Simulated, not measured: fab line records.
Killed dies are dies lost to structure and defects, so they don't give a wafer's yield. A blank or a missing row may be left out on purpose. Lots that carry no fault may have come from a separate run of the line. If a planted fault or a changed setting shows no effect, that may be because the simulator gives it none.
Struck lot and sound lot, side by side / flow sky130 / 15 out of 708 route steps
Sound: these wafers, L589.2, L589.3, L589.5. Struck: wafer L594.1. (L594.2 of the same lot was not struck and is left out.) The cause comes at the end.
Each step with rows lists, per side, the tool, then ch with its chambers, then its first start. Under that, the readings that differ: sound wafers / struck wafers / difference of the means / sigmas: that difference in standard deviations of wafers without a fault.
alike: a reading whose means differ by less than 2 such deviations, as well as words and numbers matching on both sides. not compared: withheld readings; readings where some wafer has no value; bounds like >300 that might hide an equal value; numbers whose values overlap and for which the record gives no deviation.
A row with sigmas, a row that says differs or no value, or rows on one side alone: a step with any of these is where the two part. Numbers that have no deviation but don't overlap get no sigmas and don't part them. A reading that every wafer of one side lacks parts them only if that side has two wafers or more.

SKY_VIA1_BOW_MEAS_03:
  sound on filmMetro-03 at day 35 05:19; struck on filmMetro-03 at day 37 06:46
  alike: VIA1_BOW
then, 8 steps without rows for these wafers: SKY_VIA1_DEHYDRATE_04 (time 60 s); SKY_VIA1_HMDS_05 (prime time 60 s); SKY_VIA1_COAT_06 (resist thk 60 nm); SKY_VIA1_COAT_07 (resist thk 450 nm); SKY_VIA1_SOFTBAKE_08 (time 90 s); SKY_VIA1_EXPOSE_09 (exposes mask VIM, target cd 150 nm); SKY_VIA1_PEB_10; SKY_VIA1_DEVELOP_11 (develop time 60 s).
SKY_VIA1_CD_MEAS_12 targets a cd of 150 nm.
  sound on cdSem-01 at day 36 07:43; struck on cdSem-01 at day 38 09:13
reading=cdNm (nm); sound=153.0 152.0 152.0; struck=148.7; difference=-3.6; sigmas=-2
SKY_VIA1_OVL_MEAS_13:
  sound on overlay-02 at day 36 07:50; struck on overlay-02 at day 38 09:20
  alike: VIA1_OVL
SKY_VIA1_ETCH_14: etches BARC in N2/H2, stops on SiO2, time 45.9 s, target depth 60 nm.
  sound on rieDiel-03 ch 0,2,3, day 36 07:52; struck on rieDiel-04 ch 1, day 38 09:23
  alike: drypumpMotorCurrentA, oesProductAu, runLengthS, throttleValvePct
  not compared: rfHoursCounterH
SKY_VIA1_ETCH_15: etches SiO2 in C4F8/O2/Ar, stops on TiN, target depth 351 nm, time 54 s.
  sound on rieDiel-03 ch 0,2,3, day 36 07:54; struck on rieDiel-04 ch 1, day 38 09:25
reading=oesProductAu (a.u.); sound=0.982 0.977 0.988; struck=0.944; difference=-0.038; sigmas=-7
reading=runLengthS (s); sound=82.4 82.6 81.7; struck=86.5; difference=+4.3; sigmas=+10
reading=model.TiN_of_METAL1_SPUTTER_04.thkNm (nm); sound=70.85 72.03 70.78; struck=67.43; difference=-3.79; sigmas=
  not compared: rfHoursCounterH, model.KrF-thick_of_VIA1_COAT_07.thkNm
SKY_VIA1_STRIP_16: strips in O2/N2.
  sound on plasmaAsher-03 ch 0,1, day 36 07:57; struck on plasmaAsher-02 ch 0, day 38 09:28
  alike: drypumpMotorCurrentA, oesProductAu, stripTimeToEndpointS
  not compared: rfHoursCounterH
SKY_PAD_OPEN_PROBE_99:
  the record has rows for the sound wafers here (prober-01, day 47 22:40) and none for the struck ones

## WHERE THEY PART
At SKY_VIA1_CD_MEAS_12 first; at SKY_PAD_OPEN_PROBE_99 last (within this record only).

WHY: the cause the simulator had injected
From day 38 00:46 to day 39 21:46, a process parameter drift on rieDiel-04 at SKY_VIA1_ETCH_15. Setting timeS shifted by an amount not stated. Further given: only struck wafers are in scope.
